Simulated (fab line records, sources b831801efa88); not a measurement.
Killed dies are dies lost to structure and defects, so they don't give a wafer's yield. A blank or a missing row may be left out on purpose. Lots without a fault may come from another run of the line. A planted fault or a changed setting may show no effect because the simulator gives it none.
Problem report in the 8D (eight disciplines) form, filled by code | flow sky130 | the parts of the form that need people (team, actions taken, sign-off) are left out

1. THE PROBLEM
SD_N_RS at SKY_SD_N_RS_MEAS_16 reads a mean of 65.97 ohm/sq on 6 wafers of 2 lots; wafers without a fault read 68.56 ohm/sq with a standard deviation of 0.12. That is -22 standard deviations from the usual mean.
The step: measures by four-point-probe.
First seen on wafer L457.1, day 35 08:25, on film_metro-03. The record holds 33 wafers of 11 lots with a number at this step. Rule for "out", or "out of limits": more than 4 standard deviations from the usual mean. The other wafers with a number count as sound.

2. WHAT IT IS AND WHAT IT IS NOT
question                    | is                     | is not
which readings at this step | SD_N_RS                | -
which lots                  | L457, L459             | L436, L437, L442, L444, L445, L447, L448, L449, L454
which wafers of those lots  | all that have a number | -
read on which gauges        | film_metro-03          | film_metro-01, film_metro-04
when                        | from day 35 08:25      | up to then (27 sound wafers)

3. SUSPECTS, AND WHAT RULES EACH OUT
Counting: a tool at a process step up to the reading stays a suspect if it ran every lot that is out and no sound lot after the first of them.
- the gauge at SKY_SD_N_RS_MEAS_16: ruled out. All the wafers that are out were read on film_metro-03, but those of them that SKY_SD_N_RTA_14 has rows for are out there too, on other tools.
- rtp_anneal-02 at SKY_SD_N_RTA_14 (time 2 s): kept. It ran every lot that is out, first L457 (day 35 08:15), and no sound lot after that; its last sound lot up to then is L448 (day 32 10:45). Its own readings are out on those wafers: wafer_temp_C_max.
Left after counting: rtp_anneal-02 at SKY_SD_N_RTA_14.

4. THE CAUSE (what the simulator had put in)
Process parameter drift: rtp_anneal-02, from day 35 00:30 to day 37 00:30, at SKY_SD_N_RTA_14. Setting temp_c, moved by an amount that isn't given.
Counting left only this tool.

5. THE CHAIN OF EFFECTS, in route order
Each row: a reading whose mean over the struck wafers that have a number lies more than 3 standard deviations from the usual. Only readings for which the record gives a usual standard deviation are gone through. hours: the time from each lot's start at the first step in this table that gives one to its start at this step, as a median over the lots. sigmas: the change in usual standard deviations.
hours | step                | reading          | usual        | on struck wafers | change | sigmas
0     | SKY_SD_N_RTA_14     | lamp_power_pct   | 15.73 %      | 16.00            | +0.27  | +4.9
0     | SKY_SD_N_RTA_14     | wafer_temp_C_max | 1078.1       | 1093.8           | +15.7  | +12
0     | SKY_SD_N_RS_MEAS_16 | SD_N_RS          | 68.56 ohm/sq | 65.97            | -2.59  | -22
0     | SKY_SD_N_RS_MEAS_17 | SD_P_RS          | 147.1 ohm/sq | 134.4            | -12.7  | -30
The process steps in it:
- SKY_SD_N_RTA_14: time 2 s.

6. WHAT WOULD HAVE CAUGHT IT SOONER
In this record the first reading out of limits at a measuring or inspecting step was taken at day 35 08:25, 8 hours after the fault began at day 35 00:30.
The tool's own readings at SKY_SD_N_RTA_14 were out on every struck wafer that the step has a row for (wafer_temp_C_max): an alarm limit on them would have fired on the first of those.
Of the lots that are out (2), L459 began SKY_SD_N_RTA_14 on rtp_anneal-02 after day 35 08:25. A hold on the tool at that time would have spared it.
